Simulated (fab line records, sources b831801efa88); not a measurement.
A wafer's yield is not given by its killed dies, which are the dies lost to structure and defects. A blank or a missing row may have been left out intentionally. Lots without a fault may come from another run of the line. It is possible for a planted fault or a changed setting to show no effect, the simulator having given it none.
Struck lot and sound lot, side by side / flow sky130 / 44 steps out of a route of 708
Sound: the wafers L716.2, L716.3, L716.5. Wafers L706.1, L706.2, L706.4 were the ones struck. The cause is named last.
For every step that has rows: the tool of each side, followed by ch and its chambers, followed by its first start. Under that, the readings that differ: sound wafers / struck wafers / difference of the means / sigmas: that difference in standard deviations of wafers without a fault.
alike: words and numbers the same on both sides, and readings whose means are apart by under 2 such deviations; not compared: readings that were withheld, readings missing a value for some wafer, numbers with overlapping values and no deviation given by the record, and bounds like >300 which may hide the same value.
A row with sigmas, a row that says differs or no value, or rows on one side alone: a step with any of these is where the two part. Non-overlapping numbers with no deviation appear without sigmas and do not part them. A reading missing from all wafers of one side parts the sides only when that side holds two or more wafers.

first, 1 step without rows for these wafers: SKY_SONOS_TUNNEL_DEVELOP_06 (develop time 60 s).
SKY_SONOS_TUNNEL_CD_MEAS_07: target cd 410 nm.
  sound: cdSem-01 at day 17 06:04; struck: cdSem-01 at day 14 02:12
  alike: cdNm
SKY_SONOS_TUNNEL_OVL_MEAS_08:
  sound: overlay-02 at day 17 06:11; struck: overlay-01 at day 14 02:19
  alike: SONOS_TUNNEL_OVL
then, 3 steps without rows for these wafers: SKY_SONOS_TUNNEL_IMPLANT_09; SKY_SONOS_TUNNEL_WET_ETCH_10 (etches SiO2 in dHF, target depth 14 nm, time 280 s); SKY_SONOS_TUNNEL_STRIP_11 (strips in SPM, time 600 s).
SKY_SONOS_TUNNEL_TW_MEAS_12:
  sound: filmMetro-01 at day 17 06:38; struck: filmMetro-02 at day 14 02:46
  alike: SONOS_TUNNEL_TW
then, 2 steps without rows for these wafers: SKY_SONOS_TUNNEL_CLEAN_13 (cleans in dHF, time 20 s); SKY_SONOS_ONO_OXIDATION_00 (stabilise 600 s, purge 300 s, target thk 2.6 nm).
SKY_SONOS_ONO_THK_MEAS_01:
  sound: filmMetro-02 at day 17 09:41; struck: filmMetro-03 at day 14 05:54
  alike: SONOS_ONO_OXIDATION_THK
then, 1 step without rows for these wafers: SKY_SONOS_ONO_CVD_02 (deposits Si3N4 from DCS/NH3, target thk 10.5 nm, time 180 s).
SKY_SONOS_ONO_THK_MEAS_03:
  sound: filmMetro-04 at day 17 12:23; struck: filmMetro-03 at day 14 08:29
  alike: SONOS_ONO_CVD_02_THK
SKY_SONOS_ONO_CVD_04: deposits SiO2 from SiH4/N2O, target thk 5.7199 nm.
  sound on lpcvd-03 ch 1, day 17 12:26; struck on lpcvd-03 ch 0, day 14 08:32
reading=model.SiO2_of_SONOS_ONO_CVD_04.thkNm (nm); sound=5.646 5.785 5.753; struck=7.398 7.393 7.327; difference=+1.645; sigmas=
SKY_SONOS_ONO_THK_MEAS_05:
  sound: filmMetro-04 at day 17 13:42; struck: filmMetro-04 at day 14 09:47
reading=SONOS_ONO_CVD_04_THK (nm); sound=5.64 5.83 5.77; struck=7.40 7.42 7.37; difference=+1.65; sigmas=+14
then, 7 steps without rows for these wafers: SKY_SONOS_ONO_DEHYDRATE_06 (time 60 s); SKY_SONOS_ONO_HMDS_07 (prime time 60 s); SKY_SONOS_ONO_COAT_08 (resist thk 1140 nm); SKY_SONOS_ONO_SOFTBAKE_09 (time 60 s); SKY_SONOS_ONO_EXPOSE_10 (exposes mask ONOM, target cd 410 nm); SKY_SONOS_ONO_PEB_11; SKY_SONOS_ONO_DEVELOP_12 (develop time 60 s).
SKY_SONOS_ONO_CD_MEAS_13: target cd 410 nm.
  sound: cdSem-01 at day 18 19:28; struck: cdSem-01 at day 15 11:44
  alike: cdNm
SKY_SONOS_ONO_OVL_MEAS_14:
  sound: overlay-02 at day 18 19:35; struck: overlay-01 at day 15 11:51
  alike: SONOS_ONO_OVL
SKY_SONOS_ONO_ETCH_15: etches the open film in CHF3/O2, target depth 19.52 nm, time 7.8 s.
  sound on rieDiel-01 ch 0,1,2, day 18 19:37; struck on rieDiel-01 ch 0,1,2, day 15 11:53
  alike: drypumpMotorCurrentA, oesProductAu, throttleValvePct
  not compared: rfHoursCounterH
then, 1 step without rows for these wafers: SKY_SONOS_ONO_WET_ETCH_16 (etches SiO2 in dHF, target depth 14 nm, time 280 s).
SKY_SONOS_ONO_STRIP_17: strips in O2/N2.
  sound on plasmaAsher-03 ch 0, day 18 19:43; struck on plasmaAsher-02 ch 0,1, day 15 12:00
  alike: drypumpMotorCurrentA, oesProductAu, stripTimeToEndpointS
  not compared: rfHoursCounterH
then, 3 steps without rows for these wafers: SKY_SONOS_ONO_WET_ETCH_18 (etches Si3N4 in H3PO4, target depth 15 nm, time 172 s); SKY_GATE_OXIDE_CLEAN_00 (cleans in SC1/SC2, time 150 s); SKY_GATE_OXIDE_OXIDATION_01 (stabilise 600 s, purge 300 s, target thk 10.268 nm).
SKY_GATE_OXIDE_THK_MEAS_02:
  sound: filmMetro-04 at day 18 21:20; struck: filmMetro-02 at day 15 14:34
reading=GATE_OXIDE_OXIDATION_00_THK (nm); sound=9.93 9.92 10.03; struck=10.40 10.70 10.43; difference=+0.55; sigmas=+3
then, 7 steps without rows for these wafers: SKY_GATE_OXIDE_DEHYDRATE_03 (time 60 s); SKY_GATE_OXIDE_HMDS_04 (prime time 60 s); SKY_GATE_OXIDE_COAT_05 (resist thk 1140 nm); SKY_GATE_OXIDE_SOFTBAKE_06 (time 60 s); SKY_GATE_OXIDE_EXPOSE_07 (exposes mask LVOM, target cd 600 nm); SKY_GATE_OXIDE_PEB_08; SKY_GATE_OXIDE_DEVELOP_09 (develop time 60 s).
SKY_GATE_OXIDE_OVL_MEAS_10:
  sound: overlay-02 at day 20 04:25; struck: overlay-01 at day 16 17:28
  alike: GATE_OXIDE_OVL
then, 2 steps without rows for these wafers: SKY_GATE_OXIDE_IMPLANT_11; SKY_GATE_OXIDE_WET_ETCH_12 (etches SiO2 in dHF, target depth 16.8 nm, time 336 s).
SKY_GATE_OXIDE_STRIP_13: strips in O2/N2.
  sound on plasmaAsher-04 ch 0,1, day 20 04:42; struck on plasmaAsher-01 ch 0,1, day 16 17:45
  alike: drypumpMotorCurrentA, oesProductAu, stripTimeToEndpointS
  not compared: rfHoursCounterH
SKY_GATE_OXIDE_TW_MEAS_14:
  sound: filmMetro-01 at day 20 04:49; struck: filmMetro-01 at day 16 17:51
reading=GATE_OXIDE_TW; sound=227.3 226.2 227.9; struck=225.4 224.0 225.2; difference=-2.3; sigmas=-2
SKY_GATE_OXIDE_CLEAN_15: cleans in SC1/SC2, time 150 s.
  sound on wetBench-01 ch 3, day 20 04:52; struck on wetBench-01 ch 2, day 16 17:55
reading=model.SiO2_of_SONOS_ONO_CVD_04.thkNm (nm); sound=4.129 4.271 4.238; struck=5.877 5.863 5.799; difference=+1.634; sigmas=
  alike: bathGuardTempC
-- the record jumps here: 31 days lie between the struck wafers' starts before and after (it left off in module GATE_OXIDE and takes up again in module PAD_OPEN, whose first step shown is number 708 of the route) --
SKY_PAD_OPEN_PROBE_99:
  sound: prober-02 at day 50 00:19; struck: prober-01 at day 47 23:17
reading=model.etest.sonosErased.driveUaUm; sound=198.7 189.8 180; struck=80.05 87.55 94.97; difference=-101.98; sigmas=
reading=model.etest.sonosUncharged.rOnOhmUm; sound=817.8 822.7 824.4; struck=869.7 877.9 867.2; difference=+50.0; sigmas=
reading=model.etest.sonosProgrammed.offLog10AUm; sound=-13.96 -14.07 -14; struck=-8.896 -9.58 -9.637; difference=+4.639; sigmas=
reading=model.etest.capOno.gateLog10ACm2; sound=-7.975 -8.175 -8.057; struck=-9.921 -9.995 -9.834; difference=-1.848; sigmas=
reading=model.etest.capOno.gateBvV (V); sound=16.64 16.78 16.09; struck=17.81 17.67 17.5; difference=+1.16; sigmas=
reading=model.etest.capOno.toxAccNm (nm); sound=12.9 13.02 12.97; struck=14.43 14.51 14.35; difference=+1.47; sigmas=
reading=model.etest.sonosProgrammed.vtV (V); sound=1.464 1.437 1.426; struck=0.4894 0.521 0.5256; difference=-0.9303; sigmas=
reading=model.etest.sonosErased.vtV (V); sound=-2.248 -2.2 -2.221; struck=-1.314 -1.313 -1.413; difference=+0.876; sigmas=
  alike: killed_at_M0_to_M3, killed_at_M4_up, killedAtContacts, killedAtFrontEnd, killedAtOther, killedDies, killedOpen, killedShort

## WHERE THEY PART
Last at SKY_GATE_OXIDE_TW_MEAS_14 as far as this record goes, first at SKY_SONOS_ONO_THK_MEAS_05. Later steps at which nothing parts them and some readings are alike: SKY_GATE_OXIDE_CLEAN_15, SKY_PAD_OPEN_PROBE_99.

WHY: the cause the simulator had injected
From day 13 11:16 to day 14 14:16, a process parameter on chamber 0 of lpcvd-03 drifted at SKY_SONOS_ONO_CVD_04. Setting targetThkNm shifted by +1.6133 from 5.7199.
